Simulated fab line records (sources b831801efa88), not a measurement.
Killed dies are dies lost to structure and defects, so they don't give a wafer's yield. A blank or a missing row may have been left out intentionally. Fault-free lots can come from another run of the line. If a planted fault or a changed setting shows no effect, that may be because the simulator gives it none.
fab line records	flow gf180mcu
record lots=24	wafers=72	lastDay=34
route steps=602 shown STI@3 CONTACT@310 M1@321 V2@407 TOP_METAL@569
lots that met no fault: from a run of the same line without faults
startH: hours from the record's opening day to when the first of the lot's shown wafers began	waitH: hours elapsed since this lot's preceding step	" unchanged from the row above	L1.1+2: several wafers, shown together as one row	- no value, or no start was given	* or withheld: withheld	< > ~ a bound
route shown NAME@n: NAME is a module with steps in the file, n the number in the route of the first one	usual: the fault-free wafers' mean and standard deviation	same: alike in all rows	chamber/n: place in a boat	sites: the reading at each site	_std_site: standard deviation of those values	_edge_site: outer sites' mean less inner sites'	radiusMm: how far each site lies from the wafer's centre	mask NAME#n: copy n	behind: tool/chamber where the wafer was last shaped	hold: why the lot was held/for how many hours/how that ended	device: the transistor (n, p or np) that didn't switch	end of line: the tests these same wafers got at the end of their route	a step without rows: its recipe alone	killed: dies lost to structure and defects at the first sort, not the wafer's yield	map: shows each die of a wafer: x if killed, . if not, _ if none is there
set.NAME: setting as actually run; set.NAME@STEP: the setting as run at that earlier step	model.NAME: the simulator's own value behind a step, which no gauge read
a sample of lots followed through the steps of the route, with each step as a table and each wafer as a row
services: a tool's chamber out of use, with start hour (startH, from the record's first day; less than 0 if before it), hours out, and reason
## steps
# step GF_STI_THK_MEAS_02
# recipe reads=SiO2_of_STI_OXIDATION_01
# usual STI_OXIDATION_THK=10.04/0.19
lot.wafer	tool	chamber	startH	waitH	STI_OXIDATION_THK[nm]
L074.1	filmMetro-01	-	11.51	0.0	10.13
L074.2	"	-	"	"	9.95
L074.3	"	-	"	"	10.08
L075.1	filmMetro-01	-	16.71	0.0	9.73
L075.2	"	-	"	"	9.93
L075.3	"	-	"	"	9.74
L076.2	filmMetro-01	-	22.68	0.0	9.89
L076.4	"	-	"	"	9.91
L076.5	"	-	"	"	9.89
L077.2	filmMetro-04	-	26.53	0.0	10.07
L077.5	"	-	"	"	10.14
L077.6	"	-	"	"	10.08
L078.2	filmMetro-04	-	31.52	0.0	10.01
L078.3	"	-	"	"	10.11
L078.6	"	-	"	"	9.96
L079.2	filmMetro-04	-	36.53	0.0	9.95
L079.5	"	-	"	"	9.80
L079.6	"	-	"	"	9.62
L080.2	filmMetro-03	-	42.80	0.0	10.07
L080.3	"	-	"	"	9.93
L080.5	"	-	"	"	10.02
L081.1	filmMetro-03	-	46.51	0.0	9.85
L081.3	"	-	"	"	9.96
L081.5	"	-	"	"	9.87
L082.3	filmMetro-03	-	51.91	0.0	10.07
L082.4	"	-	"	"	10.06
L082.5	"	-	"	"	10.18
L083.1	filmMetro-03	-	56.51	0.0	10.33
L083.2	"	-	"	"	10.47
L083.5	"	-	"	"	10.54
L084.2	filmMetro-01	-	61.52	0.0	10.16
L084.3	"	-	"	"	10.31
L084.4	"	-	"	"	10.40
L085.1	filmMetro-03	-	66.51	0.0	10.19
L085.2	"	-	"	"	10.05
L085.6	"	-	"	"	9.94
L086.2	filmMetro-04	-	71.71	0.0	9.96
L086.4	"	-	"	"	10.08
L086.6	"	-	"	"	10.20
L087.1	filmMetro-01	-	77.00	0.0	9.98
L087.2	"	-	"	"	10.11
L087.5	"	-	"	"	10.10
L088.1	filmMetro-01	-	83.89	0.0	10.09
L088.4	"	-	"	"	9.96
L088.6	"	-	"	"	9.83
L089.2	filmMetro-01	-	87.04	0.0	10.23
L089.3	"	-	"	"	10.35
L089.4	"	-	"	"	10.24
L090.1	filmMetro-04	-	91.51	0.0	9.61
L090.3	"	-	"	"	9.83
L090.4	"	-	"	"	9.66
L091.2	filmMetro-03	-	96.64	0.0	10.12
L091.5	"	-	"	"	10.01
L091.6	"	-	"	"	10.10
L092.1	filmMetro-03	-	101.51	0.0	9.89
L092.2	"	-	"	"	10.04
L092.5	"	-	"	"	10.17
L093.2	filmMetro-01	-	106.94	0.0	9.99
L093.5	"	-	"	"	9.94
L093.6	"	-	"	"	9.79
L094.1	filmMetro-04	-	111.51	0.0	10.20
L094.3	"	-	"	"	10.14
L094.5	"	-	"	"	10.03
L095.2	filmMetro-04	-	116.53	0.0	9.94
L095.3	"	-	"	"	9.98
L095.4	"	-	"	"	9.94
L096.2	filmMetro-01	-	123.31	0.0	10.20
L096.5	"	-	"	"	10.12
L096.6	"	-	"	"	10.14
L097.2	filmMetro-03	-	126.67	0.0	10.10
L097.4	"	-	"	"	10.09
L097.6	"	-	"	"	9.94
# step GF_CONTACT_SPUTTER_23
# recipe material=TiN	targetThkNm=10	chamberPressurePa=5	powerW=4000	timeS=40
# usual throttleValvePct=30.2/0.81
lot.wafer	tool	chamber	startH	waitH	throttleValvePct
L074.1	pvdSputter-03	-	343.38	0.0	30.7
L074.2	"	-	"	"	30.5
L074.3	"	-	"	"	31.3
L075.1	pvdSputter-01	-	349.04	0.0	30.0
L075.2	"	-	"	"	29.3
L075.3	"	-	"	"	28.5
L076.2	pvdSputter-04	-	367.16	0.0	30.6
L076.4	"	-	"	"	30.4
L076.5	"	-	"	"	31.1
L077.2	pvdSputter-04	-	369.13	0.0	30.3
L077.5	"	-	"	"	29.4
L077.6	"	-	"	"	30.3
L078.2	pvdSputter-03	-	375.42	0.0	31.3
L078.3	"	-	"	"	30.8
L078.6	"	-	"	"	30.4
L079.2	pvdSputter-04	-	384.23	0.0	30.4
L079.5	"	-	"	"	30.6
L079.6	"	-	"	"	29.8
L080.2	pvdSputter-03	-	451.63	0.0	30.9
L080.3	"	-	"	"	30.6
L080.5	"	-	"	"	28.9
L081.1	pvdSputter-04	-	455.21	0.0	29.6
L081.3	"	-	"	"	30.9
L081.5	"	-	"	"	30.5
L082.3	pvdSputter-03	-	458.18	0.0	28.8
L082.4	"	-	"	"	31.1
L082.5	"	-	"	"	30.3
L084.2	pvdSputter-04	-	459.01	0.0	30.2
L084.3	"	-	"	"	31.0
L084.4	"	-	"	"	29.5
L083.1	pvdSputter-04	-	462.38	0.0	31.0
L083.2	"	-	"	"	29.7
L083.5	"	-	"	"	30.3
L085.1	pvdSputter-03	-	464.51	0.0	31.3
L085.2	"	-	"	"	30.8
L085.6	"	-	"	"	29.2
L086.2	pvdSputter-03	-	465.96	0.0	31.0
L086.4	"	-	"	"	30.6
L086.6	"	-	"	"	28.9
L087.1	pvdSputter-01	-	479.78	0.0	29.3
L087.2	"	-	"	"	29.9
L087.5	"	-	"	"	29.7
L088.1	pvdSputter-03	-	501.77	0.0	31.4
L088.4	"	-	"	"	30.3
L088.6	"	-	"	"	31.3
L089.2	pvdSputter-01	-	503.71	0.0	28.4
L089.3	"	-	"	"	29.2
L089.4	"	-	"	"	29.7
L090.1	pvdSputter-01	-	510.26	0.0	29.6
L090.3	"	-	"	"	29.3
L090.4	"	-	"	"	28.6
L091.2	pvdSputter-04	-	522.35	0.0	30.6
L091.5	"	-	"	"	30.4
L091.6	"	-	"	"	29.5
L092.1	pvdSputter-03	-	533.34	0.0	30.6
L092.2	"	-	"	"	31.2
L092.5	"	-	"	"	31.2
L094.1	pvdSputter-03	-	549.07	0.0	30.3
L094.3	"	-	"	"	31.0
L094.5	"	-	"	"	31.2
L093.2	pvdSputter-01	-	550.17	0.0	29.6
L093.5	"	-	"	"	28.7
L093.6	"	-	"	"	29.7
L095.2	pvdSputter-04	-	558.17	0.0	29.7
L095.3	"	-	"	"	31.1
L095.4	"	-	"	"	30.6
L097.2	pvdSputter-01	-	570.18	0.0	29.8
L097.4	"	-	"	"	30.3
L097.6	"	-	"	"	29.7
L096.2	pvdSputter-03	-	571.06	0.0	30.9
L096.5	"	-	"	"	31.3
L096.6	"	-	"	"	30.7
# step GF_M1_THK_MEAS_06
# recipe thkMeasGauge=xrf	reads=AlCu_of_M1_SPUTTER_02
# usual M1_ALCU_THK=446/5.8
lot.wafer	tool	chamber	startH	waitH	M1_ALCU_THK[nm]
L074.1	filmMetro-01	-	344.34	0.1	451
L074.2	"	-	"	"	449
L074.3	"	-	"	"	450
L075.1	filmMetro-01	-	350.00	0.1	448
L075.2	"	-	"	"	442
L075.3	"	-	"	"	447
L076.2	filmMetro-02	-	368.18	0.1	456
L076.4	"	-	"	"	445
L076.5	"	-	"	"	451
L077.2	filmMetro-02	-	370.10	0.1	443
L077.5	"	-	"	"	442
L077.6	"	-	"	"	448
L078.2	filmMetro-02	-	376.39	0.1	446
L078.3	"	-	"	"	446
L078.6	"	-	"	"	444
L079.2	filmMetro-02	-	385.20	0.1	453
L079.5	"	-	"	"	450
L079.6	"	-	"	"	443
L080.2	filmMetro-01	-	452.60	0.1	439
L080.3	"	-	"	"	438
L080.5	"	-	"	"	439
L081.1	filmMetro-01	-	456.17	0.1	455
L081.3	"	-	"	"	454
L081.5	"	-	"	"	459
L082.3	filmMetro-02	-	459.16	0.1	440
L082.4	"	-	"	"	439
L082.5	"	-	"	"	441
L084.2	filmMetro-04	-	460.08	0.1	450
L084.3	"	-	"	"	447
L084.4	"	-	"	"	443
L083.1	filmMetro-04	-	463.44	0.1	444
L083.2	"	-	"	"	446
L083.5	"	-	"	"	457
L085.1	filmMetro-02	-	465.47	0.1	439
L085.2	"	-	"	"	435
L085.6	"	-	"	"	437
L086.2	filmMetro-01	-	466.93	0.1	451
L086.4	"	-	"	"	446
L086.6	"	-	"	"	447
L087.1	filmMetro-02	-	480.74	0.1	450
L087.2	"	-	"	"	442
L087.5	"	-	"	"	450
L088.1	filmMetro-01	-	502.73	0.1	447
L088.4	"	-	"	"	440
L088.6	"	-	"	"	438
L089.2	filmMetro-02	-	504.68	0.1	443
L089.3	"	-	"	"	436
L089.4	"	-	"	"	440
L090.1	filmMetro-01	-	511.22	0.1	455
L090.3	"	-	"	"	454
L090.4	"	-	"	"	444
L091.2	filmMetro-02	-	523.32	0.1	438
L091.5	"	-	"	"	441
L091.6	"	-	"	"	437
L092.1	filmMetro-01	-	534.30	0.1	447
L092.2	"	-	"	"	443
L092.5	"	-	"	"	446
L094.1	filmMetro-01	-	550.11	0.1	452
L094.3	"	-	"	"	446
L094.5	"	-	"	"	449
L093.2	filmMetro-04	-	551.14	0.1	447
L093.5	"	-	"	"	439
L093.6	"	-	"	"	446
L095.2	filmMetro-02	-	559.14	0.1	449
L095.3	"	-	"	"	444
L095.4	"	-	"	"	452
L097.2	filmMetro-01	-	571.15	0.1	449
L097.4	"	-	"	"	450
L097.6	"	-	"	"	455
L096.2	filmMetro-01	-	572.03	0.1	452
L096.5	"	-	"	"	450
L096.6	"	-	"	"	452
# step GF_V2_THK_MEAS_25
# recipe thkMeasGauge=xrf	reads=W_of_V2_CVD_23
# usual V2_W_THK=355/7
lot.wafer	tool	chamber	startH	waitH	V2_W_THK[nm]
L074.1	filmMetro-03	-	443.26	0.1	365
L074.2	"	-	"	"	355
L074.3	"	-	"	"	357
L075.1	filmMetro-03	-	448.01	0.1	348
L075.2	"	-	"	"	354
L075.3	"	-	"	"	347
L076.2	filmMetro-02	-	470.11	0.1	353
L076.4	"	-	"	"	361
L076.5	"	-	"	"	345
L077.2	filmMetro-04	-	471.06	0.1	351
L077.5	"	-	"	"	352
L077.6	"	-	"	"	353
L078.2	filmMetro-02	-	478.28	0.1	341
L078.3	"	-	"	"	355
L078.6	"	-	"	"	352
L079.2	filmMetro-02	-	488.06	0.1	346
L079.5	"	-	"	"	352
L079.6	"	-	"	"	350
L080.2	filmMetro-03	-	552.51	0.1	361
L080.3	"	-	"	"	365
L080.5	"	-	"	"	366
L081.1	filmMetro-04	-	556.13	0.1	354
L081.3	"	-	"	"	343
L081.5	"	-	"	"	347
L082.3	filmMetro-03	-	557.44	0.1	367
L082.4	"	-	"	"	354
L082.5	"	-	"	"	363
L084.2	filmMetro-03	-	559.33	0.1	361
L084.3	"	-	"	"	363
L084.4	"	-	"	"	347
L083.1	filmMetro-03	-	561.16	0.1	357
L083.2	"	-	"	"	367
L083.5	"	-	"	"	358
L085.1	filmMetro-02	-	563.89	0.1	340
L085.2	"	-	"	"	354
L085.6	"	-	"	"	351
L086.2	filmMetro-03	-	564.71	0.1	360
L086.4	"	-	"	"	362
L086.6	"	-	"	"	359
L087.1	filmMetro-03	-	577.11	0.1	349
L087.2	"	-	"	"	362
L087.5	"	-	"	"	360
L088.1	filmMetro-02	-	597.03	0.1	343
L088.4	"	-	"	"	356
L088.6	"	-	"	"	358
L089.2	filmMetro-03	-	598.61	0.1	360
L089.3	"	-	"	"	346
L089.4	"	-	"	"	357
L090.1	filmMetro-04	-	604.15	0.1	356
L090.3	"	-	"	"	369
L090.4	"	-	"	"	353
L091.2	filmMetro-02	-	614.16	0.1	342
L091.5	"	-	"	"	341
L091.6	"	-	"	"	353
L092.1	filmMetro-04	-	624.28	0.1	357
L092.2	"	-	"	"	363
L092.5	"	-	"	"	366
L094.1	filmMetro-02	-	638.29	0.1	353
L094.3	"	-	"	"	354
L094.5	"	-	"	"	351
L093.2	filmMetro-04	-	638.68	0.1	360
L093.5	"	-	"	"	350
L093.6	"	-	"	"	357
L095.2	filmMetro-03	-	646.95	0.1	356
L095.3	"	-	"	"	348
L095.4	"	-	"	"	361
L097.2	filmMetro-04	-	657.62	0.1	359
L097.4	"	-	"	"	362
L097.6	"	-	"	"	359
L096.2	filmMetro-04	-	657.97	0.1	366
L096.5	"	-	"	"	364
L096.6	"	-	"	"	364
# step GF_TOP_METAL_SPUTTER_02
# recipe material=AlCu	targetThkNm=900	powerW=10600	chamberPressurePa=0.3	substrateTempC=250	gas=Ar	timeS=47.82
# usual throttleValvePct=29.9/0.73
lot.wafer	tool	chamber	startH	waitH	throttleValvePct
L074.1	pvdSputter-01	-	613.32	0.0	29.8
L074.2	"	-	"	"	29.4
L074.3	"	-	"	"	28.5
L075.1	pvdSputter-02	-	614.98	0.0	29.1
L075.2	"	-	"	"	30.3
L075.3	"	-	"	"	29.6
L076.2	pvdSputter-03	-	634.03	0.0	30.7
L076.4	"	-	"	"	28.8
L076.5	"	-	"	"	30.5
L077.2	pvdSputter-02	-	635.22	0.0	29.3
L077.5	"	-	"	"	30.6
L077.6	"	-	"	"	29.3
L078.2	pvdSputter-03	-	641.66	0.0	30.7
L078.3	"	-	"	"	28.9
L078.6	"	-	"	"	30.8
L079.2	pvdSputter-03	-	650.31	0.0	30.7
L079.5	"	-	"	"	29.3
L079.6	"	-	"	"	30.4
L080.2	pvdSputter-03	-	701.78	0.0	28.8
L080.3	"	-	"	"	30.8
L080.5	"	-	"	"	30.8
L081.1	pvdSputter-02	-	705.09	0.0	29.6
L081.3	"	-	"	"	29.4
L081.5	"	-	"	"	29.4
L082.3	pvdSputter-01	-	705.82	0.0	28.7
L082.4	"	-	"	"	29.8
L082.5	"	-	"	"	29.9
L084.2	pvdSputter-02	-	706.33	0.0	29.4
L084.3	"	-	"	"	29.3
L084.4	"	-	"	"	30.6
L083.1	pvdSputter-02	-	708.83	0.0	30.8
L083.2	"	-	"	"	29.4
L083.5	"	-	"	"	30.4
L085.1	pvdSputter-03	-	710.08	0.0	31.1
L085.2	"	-	"	"	28.8
L085.6	"	-	"	"	29.0
L086.2	pvdSputter-02	-	711.63	0.0	30.6
L086.4	"	-	"	"	29.5
L086.6	"	-	"	"	29.6
L087.1	pvdSputter-01	-	721.73	0.0	29.9
L087.2	"	-	"	"	29.9
L087.5	"	-	"	"	29.9
L088.1	pvdSputter-03	-	738.93	0.0	28.8
L088.4	"	-	"	"	30.9
L088.6	"	-	"	"	29.2
L089.2	pvdSputter-03	-	740.96	0.0	31.1
L089.3	"	-	"	"	28.6
L089.4	"	-	"	"	31.2
L090.1	pvdSputter-02	-	745.21	0.0	29.4
L090.3	"	-	"	"	29.7
L090.4	"	-	"	"	30.8
L091.2	pvdSputter-02	-	754.04	0.0	29.4
L091.5	"	-	"	"	29.5
L091.6	"	-	"	"	29.4
L092.1	pvdSputter-01	-	763.21	0.0	29.3
L092.2	"	-	"	"	28.8
L092.5	"	-	"	"	29.8
L094.1	pvdSputter-03	-	772.98	0.0	29.1
L094.3	"	-	"	"	31.1
L094.5	"	-	"	"	29.3
L093.2	pvdSputter-01	-	773.45	0.0	28.7
L093.5	"	-	"	"	29.9
L093.6	"	-	"	"	28.8
L095.2	pvdSputter-03	-	779.15	0.0	31.0
L095.3	"	-	"	"	29.2
L095.4	"	-	"	"	31.2
L097.2	pvdSputter-01	-	790.47	0.0	29.5
L097.4	"	-	"	"	30.1
L097.6	"	-	"	"	29.8
L096.2	pvdSputter-01	-	790.77	0.0	29.9
L096.5	"	-	"	"	29.9
L096.6	"	-	"	"	29.7
# step GF_TOP_METAL_METAL_ETCH_16
# recipe chemistry=Cl2/BCl3	maskMaterial=NOVOLAK	targetDepthNm=1077.5	stopOn=SiO2	pressureMtorr=8	icpW=800	biasW=140	Cl2_flow_sccm=80	bcl3FlowSccm=40	timeS=179.6
# usual bcl3FlowSccm=40.01/0.14	drypumpMotorCurrentA=6.0/0.53	oesProductAu=0.966/0.0066	throttleValvePct=28.259/0.011
lot.wafer	tool	chamber	startH	waitH	bcl3FlowSccm	drypumpMotorCurrentA	oesProductAu	rfHoursCounterH	throttleValvePct
L074.1	rieMetal-03	1	633.60	0.0	40.19	6.1	0.970	0	28.255
L074.2	"	1	"	"	40.02	6.1	0.969	-	28.269
L074.3	"	1	"	"	40.07	6.1	0.964	-	28.280
L075.1	rieMetal-02	1	634.64	0.0	39.79	6.4	0.962	2	28.266
L075.2	"	0	"	"	40.03	6.4	0.964	3	28.258
L075.3	"	0	"	"	39.96	6.4	0.974	-	28.250
L076.2	rieMetal-02	1	653.45	0.0	40.01	6.4	0.961	3	28.252
L076.4	"	0	"	"	39.96	6.4	0.980	-	28.251
L076.5	"	0	"	"	39.91	6.4	0.969	-	28.257
L077.2	rieMetal-01	0	654.99	0.0	39.91	6.2	0.959	6	28.280
L077.5	"	1	"	"	40.26	5.0	0.952	-	28.258
L077.6	"	0	"	"	40.25	6.3	0.950	-	28.273
L078.2	rieMetal-03	1	660.80	0.0	39.96	6.1	0.963	1	28.259
L078.3	"	1	"	"	39.99	6.1	0.969	-	28.257
L078.6	"	0	"	"	39.92	5.6	0.964	-	28.258
L079.2	rieMetal-03	1	669.35	0.0	39.89	6.1	0.972	2	28.254
L079.5	"	1	"	"	40.03	6.1	0.977	-	28.251
L079.6	"	0	"	"	40.12	5.6	0.975	-	28.242
L080.2	rieMetal-01	1	720.09	0.0	39.98	5.0	0.969	3	28.262
L080.3	"	1	"	"	40.05	5.0	0.960	-	28.262
L080.5	"	0	"	"	40.01	6.2	0.964	-	28.248
L081.1	rieMetal-01	1	723.06	0.0	40.16	5.0	0.961	3	28.262
L081.3	"	1	"	"	40.07	5.0	0.958	-	28.260
L081.5	"	0	"	"	40.06	6.2	0.970	-	28.252
L082.3	rieMetal-02	1	723.40	0.1	40.28	6.4	0.965	-	28.262
L082.4	"	0	"	"	40.10	6.4	0.963	-	28.261
L082.5	"	1	"	"	40.20	6.4	0.956	-	28.281
L084.2	rieMetal-01	0	724.25	0.0	39.92	6.2	0.967	9	28.254
L084.3	"	1	"	"	40.29	5.0	0.962	-	28.269
L084.4	"	0	"	"	39.89	6.2	0.963	-	28.257
L083.1	rieMetal-01	0	726.69	0.0	39.78	6.2	0.959	9	28.259
L083.2	"	1	"	"	39.97	5.0	0.951	3	28.267
L083.5	"	0	"	"	39.85	6.3	0.963	-	28.279
L085.1	rieMetal-02	0	727.89	0.0	40.10	6.4	0.967	6	28.239
L085.2	"	1	"	"	40.01	6.4	0.976	6	28.258
L085.6	"	1	"	"	40.12	6.3	0.972	-	28.259
L086.2	rieMetal-02	0	729.25	0.0	40.21	6.4	0.967	6	28.253
L086.4	"	0	"	"	40.05	6.4	0.972	-	28.246
L086.6	"	1	"	"	40.19	6.3	0.981	-	28.267
L087.1	rieMetal-03	1	740.05	0.0	39.93	6.1	0.962	4	28.271
L087.2	"	0	"	"	39.91	5.6	0.977	3	28.251
L087.5	"	1	"	"	39.85	6.1	0.957	-	28.274
L088.1	rieMetal-01	1	756.29	0.0	40.00	4.9	0.966	4	28.252
L088.4	"	0	"	"	40.14	6.2	0.969	-	28.256
L088.6	"	1	"	"	40.12	5.0	0.970	-	28.256
L089.2	rieMetal-02	1	757.55	0.0	39.95	6.4	0.955	7	28.259
L089.3	"	0	"	"	40.15	6.4	0.959	-	28.263
L089.4	"	1	"	"	39.97	6.4	0.968	-	28.266
L090.1	rieMetal-01	1	761.44	0.0	39.98	5.0	0.960	5	28.281
L090.3	"	1	"	"	39.85	5.0	0.970	-	28.246
L090.4	"	0	"	"	39.62	6.3	0.961	-	28.265
L091.2	rieMetal-02	1	769.79	0.0	40.03	6.4	0.968	8	28.261
L091.5	"	1	"	"	40.17	6.4	0.971	-	28.236
L091.6	"	0	"	"	40.13	6.4	0.967	-	28.263
L092.1	rieMetal-03	1	779.44	0.0	39.81	6.1	0.966	6	28.262
L092.2	"	0	"	"	40.00	5.6	0.967	5	28.263
L092.5	"	0	"	"	39.96	5.6	0.960	-	28.270
L094.1	rieMetal-01	1	788.60	0.0	39.98	5.0	0.972	6	28.254
L094.3	"	0	"	"	40.23	6.3	0.967	-	28.264
L094.5	"	1	"	"	39.89	5.0	0.974	-	28.260
L093.2	rieMetal-02	0	789.07	0.0	40.42	6.4	0.962	9	28.261
L093.5	"	0	"	"	40.32	6.4	0.963	-	28.268
L093.6	"	1	"	"	40.10	6.4	0.958	-	28.266
L095.2	rieMetal-03	0	794.64	0.0	40.00	5.6	0.960	6	28.262
L095.3	"	0	"	"	39.95	5.6	0.974	-	28.254
L095.4	"	1	"	"	40.10	6.1	0.967	-	28.257
L097.2	rieMetal-02	0	805.19	0.0	40.03	6.4	0.958	10	28.255
L097.4	"	1	"	"	40.19	6.4	0.968	-	28.242
L097.6	"	1	"	"	40.03	6.4	0.973	-	28.248
L096.2	rieMetal-01	0	806.04	0.0	40.02	6.2	0.967	13	28.234
L096.5	"	0	"	"	39.80	6.2	0.975	-	28.243
L096.6	"	1	"	"	40.09	5.0	0.970	-	28.263
## services
tool	chamber	startH	hours	kind
rieMetal-03	-	336.96	0.5	repair
pvdSputter-04	-	356.03	1.9	repair
rieMetal-02	0	357.16	7.0	repair
pvdSputter-03	-	404.24	4.0	repair
rieMetal-01	1	449.18	4.0	repair
pvdSputter-03	-	473.45	1.6	repair
rieMetal-02	1	481.51	9.9	repair
pvdSputter-02	-	489.47	8.8	repair
rieMetal-01	-	502.46	2.8	pm
pvdSputter-03	-	541.32	1.4	repair
pvdSputter-01	-	553.23	11.6	repair
pvdSputter-02	-	592.84	4.5	repair
pvdSputter-02	-	644.05	0.9	repair
rieMetal-01	-	647.48	1.7	repair
rieMetal-02	-	658.80	2.8	pm
pvdSputter-01	-	708.75	1.3	repair
pvdSputter-01	-	710.90	3.5	repair
rieMetal-02	-	722.29	0.2	repair
pvdSputter-04	-	747.17	0.8	repair
pvdSputter-02	-	758.52	52.7	repair
pvdSputter-04	-	766.74	8.4	repair
pvdSputter-04	-	783.22	2.3	repair
rieMetal-01	1	793.50	1.3	repair
rieMetal-02	-	801.33	1.4	pm
## key
fault none
